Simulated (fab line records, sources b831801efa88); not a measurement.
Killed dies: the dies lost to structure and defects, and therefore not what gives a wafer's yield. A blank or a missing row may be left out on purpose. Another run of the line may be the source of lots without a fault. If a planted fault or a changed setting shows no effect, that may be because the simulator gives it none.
Chamber matching ; flow sky130 ; rie diel-01 running SKY_VIA2_ETCH_14: 4 sister chambers
The step etches BARC in N2/H2, stops on SiO2, time 45.9 s, target depth 60 nm. 4 wafers are shown with their chamber, then 9 later ones without.

## EACH WAFER AND ITS CHAMBER
wafer;chamber;drypump motor current A (A)
L085.5;0;5.8
L089.1;3;4.9
L089.2;2;5.4
L089.3;1;6.1

## WAFERS WHOSE CHAMBER IS MISSING
wafer;drypump motor current A (A)
L090.3;6.1
L090.4;5.4
L090.6;5.9
L092.2;6.1
L092.4;5.4
L092.6;5.8
L096.1;5.8
L096.3;5.4
L096.6;6.2

## THE CHAMBER EACH PASSED THROUGH
wafer;from the rows above;in truth
L090.3;1;1
L090.4;2;2
L090.6;0;0
L092.2;1;1
L092.4;2;2
L092.6;0;0
L096.1;0;0
L096.3;2;2
L096.6;1;1
9 of 9 placed correctly. Can't be placed from these rows: 0. Wrongly placed: 0.
How it was worked out, from the rows above alone: a wafer's distance from a chamber is the root of the sum, over the readings, of the square of ((its reading less the chamber's mean) divided by the reading's scatter). The wafer belongs to the nearest chamber; if the next one is less than 2 further off, it can't be placed. The mean given for a chamber averages the wafers shown for that chamber. The scatter: with one shown wafer a chamber, the root of the mean of the squares of how far each hidden wafer lies from its nearest shown one.
